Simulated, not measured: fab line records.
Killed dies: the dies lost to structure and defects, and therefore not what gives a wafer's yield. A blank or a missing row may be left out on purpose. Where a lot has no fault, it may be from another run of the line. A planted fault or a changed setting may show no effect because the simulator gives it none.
Which of the tools did it? / flow sky130 / 12 lots with 36 wafers sampled at 2 steps, on a route of 708 steps

## WHAT THE GAUGES SHOWED, per wafer
SKY_CAP2M_THK_MEAS_01. Usual: CAP2M_CVD_00_THK gives 15.42 nm (standard deviation 0.22).
lot=L686; measured=day 39 21:40; on=film metro-01; CAP2M_CVD_00_THK (nm)=15.56 15.76 15.64; flag=
lot=L691; measured=day 40 21:05; on=film metro-01; CAP2M_CVD_00_THK (nm)=15.34 15.33 15.55; flag=
lot=L695; measured=day 42 06:22; on=film metro-02; CAP2M_CVD_00_THK (nm)=15.40 15.44 15.48; flag=
lot=L697; measured=day 42 06:44; on=film metro-03; CAP2M_CVD_00_THK (nm)=15.28 15.50 15.73; flag=
lot=L694; measured=day 42 07:04; on=film metro-03; CAP2M_CVD_00_THK (nm)=14.84 15.40 15.29; flag=
lot=L696; measured=day 42 18:42; on=film metro-02; CAP2M_CVD_00_THK (nm)=15.04 15.32 15.25; flag=
lot=L698; measured=day 43 09:50; on=film metro-03; CAP2M_CVD_00_THK (nm)=15.41 15.47 15.33; flag=
lot=L699; measured=day 43 16:40; on=film metro-01; CAP2M_CVD_00_THK (nm)=15.36 15.34 15.52; flag=
lot=L701; measured=day 44 09:37; on=film metro-03; CAP2M_CVD_00_THK (nm)=15.24 15.11 15.58; flag=
lot=L705; measured=day 45 14:46; on=film metro-03; CAP2M_CVD_00_THK (nm)=15.11 15.62 15.74; flag=
lot=L706; measured=day 45 19:00; on=film metro-02; CAP2M_CVD_00_THK (nm)=15.64 15.29 15.46; flag=
lot=L708; measured=day 45 23:00; on=film metro-02; CAP2M_CVD_00_THK (nm)=15.03 15.31 15.43; flag=

## EACH LOT AND THE TOOL THAT RAN IT (in order: tool; ch and the chambers of the sampled wafers; start)
lot=L686; SKY_METAL4_SPUTTER_02=pvd sputter-01, day 39 21:32
lot=L691; SKY_METAL4_SPUTTER_02=pvd sputter-01, day 40 20:56
lot=L695; SKY_METAL4_SPUTTER_02=pvd sputter-03, day 42 06:14
lot=L697; SKY_METAL4_SPUTTER_02=pvd sputter-03, day 42 06:37
lot=L694; SKY_METAL4_SPUTTER_02=pvd sputter-03, day 42 06:56
lot=L696; SKY_METAL4_SPUTTER_02=pvd sputter-03, day 42 18:33
lot=L698; SKY_METAL4_SPUTTER_02=pvd sputter-01, day 43 09:40
lot=L699; SKY_METAL4_SPUTTER_02=pvd sputter-01, day 43 16:32
lot=L701; SKY_METAL4_SPUTTER_02=pvd sputter-03, day 44 09:29
lot=L705; SKY_METAL4_SPUTTER_02=pvd sputter-01, day 45 14:38
lot=L706; SKY_METAL4_SPUTTER_02=pvd sputter-02, day 45 18:52
lot=L708; SKY_METAL4_SPUTTER_02=pvd sputter-02, day 45 22:51
- SKY_METAL4_SPUTTER_02: material AlCu, target thk 735 nm, time 39.1 s.

## AS READ BY THE TOOLS THEMSELVES (means over the sampled wafers that have a number; for cases with no such wafer, the mark the record gives instead)
SKY_METAL4_SPUTTER_02. Usual: chamber pressure pa 0.3999 Pa, standard deviation 0.0009; throttle valve pct 30.3 %, standard deviation 1.3.
lot=L686; tool=pvd sputter-01; chamber pressure pa (Pa)=0.3993; throttle valve pct (%)=29.8; flag=
lot=L691; tool=pvd sputter-01; chamber pressure pa (Pa)=0.3997; throttle valve pct (%)=30.8; flag=
lot=L695; tool=pvd sputter-03; chamber pressure pa (Pa)=0.3996; throttle valve pct (%)=30.8; flag=
lot=L697; tool=pvd sputter-03; chamber pressure pa (Pa)=0.3994; throttle valve pct (%)=30.8; flag=
lot=L694; tool=pvd sputter-03; chamber pressure pa (Pa)=0.4001; throttle valve pct (%)=30.7; flag=
lot=L696; tool=pvd sputter-03; chamber pressure pa (Pa)=0.4000; throttle valve pct (%)=30.3; flag=
lot=L698; tool=pvd sputter-01; chamber pressure pa (Pa)=0.4003; throttle valve pct (%)=31.4; flag=
lot=L699; tool=pvd sputter-01; chamber pressure pa (Pa)=0.4001; throttle valve pct (%)=30.7; flag=
lot=L701; tool=pvd sputter-03; chamber pressure pa (Pa)=0.4000; throttle valve pct (%)=30.5; flag=
lot=L705; tool=pvd sputter-01; chamber pressure pa (Pa)=0.4002; throttle valve pct (%)=29.8; flag=
lot=L706; tool=pvd sputter-02; chamber pressure pa (Pa)=0.3992; throttle valve pct (%)=30.8; flag=
lot=L708; tool=pvd sputter-02; chamber pressure pa (Pa)=0.3995; throttle valve pct (%)=30.2; flag=

## THE ANSWER, worked out from the rows above alone
Rule: a lot is off if the mean of its wafers that have a number lies more than 3 standard deviations from the usual mean. A lot without any number at a reading at which 4 lots or more have one is off too. The other lots that the step has rows for count as sound. First the gauges in route order, then the tools' own readings, where a lot's mean is used as printed above. At the first step where some lot is off, the reading lying furthest off is the one used; lots without a number count as furthest.
No lot is off at any reading shown: from this, nothing can be told.

## WHAT HAD BEEN PUT IN BY THE SIMULATOR
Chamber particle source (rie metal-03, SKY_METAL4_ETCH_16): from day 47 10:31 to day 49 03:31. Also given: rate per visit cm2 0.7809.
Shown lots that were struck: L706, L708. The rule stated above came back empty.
